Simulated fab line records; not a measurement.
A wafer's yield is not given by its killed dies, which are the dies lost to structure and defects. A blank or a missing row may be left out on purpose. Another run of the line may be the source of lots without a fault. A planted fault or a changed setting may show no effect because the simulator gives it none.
One fault seen from 2 desks | flow gf180mcu | what lay behind the numbers comes last; until then each desk has only its own

AT THE METROLOGY DESK
What the gauges read, lot by lot, whatever tool the lot ran on: means of the sampled wafers that have a number. Marked OUT: a lot whose mean sits more than 4 standard deviations from the usual mean, which makes it out of limits; the brackets give that distance.
Columns: A = INCOMING_BOW at GF_STI_BOW_MEAS_00, usual 1 um; B = V4_W_THK at GF_V4_THK_MEAS_25, usual 359 nm
lot  | first seen here | A  | B
L222 | day 1 10:00     | -5 | 353
L223 | day 1 15:02     | 3  | 357
L224 | day 1 20:00     | 1  | 356
L225 | day 2 01:00     | -6 | 354
L226 | day 2 06:00     | 2  | 366
L227 | day 2 11:00     | -4 | 353
L228 | day 2 16:02     | 8  | 351
L229 | day 2 21:00     | 2  | 348
L231 | day 3 07:05     | 4  | 360
L233 | day 3 17:00     | 5  | 370
L238 | day 4 18:01     | 0  | 356
L241 | day 5 09:01     | 6  | 366
L243 | day 5 19:00     | 6  | 356
L244 | day 6 00:00     | -1 | 376
L245 | day 6 05:02     | 3  | 360
This desk's finding: nothing out of limits on any of the 15 lots.

FOR THE TOOL OWNER'S DESK: rie-si-02
The tool's own readings at GF_STI_ETCH_14 (etches Si in HBr/Cl2/O2, target depth 360 nm, time 102.9 s): means of the sampled wafers that have a number, for each lot that ran on this tool. Marked OUT: a lot whose mean sits more than 4 standard deviations from the usual mean, which makes it out of limits; the brackets give that distance.
Columns: A = chamber-pressure-mTorr at GF_STI_ETCH_14, usual 14.999 mTorr; B = drypump-motor-current-A at GF_STI_ETCH_14, usual 5.5 A; C = oes-product-au at GF_STI_ETCH_14, usual 1.001 a.u.; D = run-length-s at GF_STI_ETCH_14, usual 131.3 s; E = throttle-valve-pct at GF_STI_ETCH_14, usual 25.656 %
lot  | first seen here | A      | B   | C     | D               | E
L222 | day 2 03:07     | 15.010 | 5.7 | 1.002 | 131.1           | 25.648
L226 | day 2 21:49     | 14.997 | 6.2 | 1.004 | 130.9           | 25.660
L227 | day 3 03:37     | 14.984 | 5.8 | 1.001 | 131.3           | 25.657
L229 | day 3 13:31     | 15.003 | 5.8 | 1.002 | 117.5 (-32) OUT | 25.667
L231 | day 4 00:39     | 15.006 | 6.0 | 1.006 | 109.8 (-50) OUT | 25.659
L233 | day 4 10:31     | 15.006 | 5.3 | 0.998 | 110.1 (-49) OUT | 25.646
L245 | day 6 23:31     | 14.998 | 5.8 | 1.004 | 131.1           | 25.649
This desk finds L229, L231, L233 out of limits, L229 being first, at day 3 13:31 (run-length-s at GF_STI_ETCH_14). L222, L226, L227, L245: within limits.

TAKEN TOGETHER
The tool owner's desk had the chance to raise an alarm at day 3 13:31 on L229, L231, L233.
At the metrology desk, nothing out of limits was observed.
The metrology desk holds a record of L229, L231, L233, inside its limits.
The lots listed all ran GF_STI_ETCH_14 on rie-si-02.

WHAT THE SIMULATOR HAD PUT IN
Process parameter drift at GF_STI_ETCH_14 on rie-si-02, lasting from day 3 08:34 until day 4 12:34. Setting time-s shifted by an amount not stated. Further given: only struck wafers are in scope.
Lots struck among those shown: L229, L231, L233.
Each desk's first reading out of limits, in hours after the fault started: the tool owner's desk, 5.
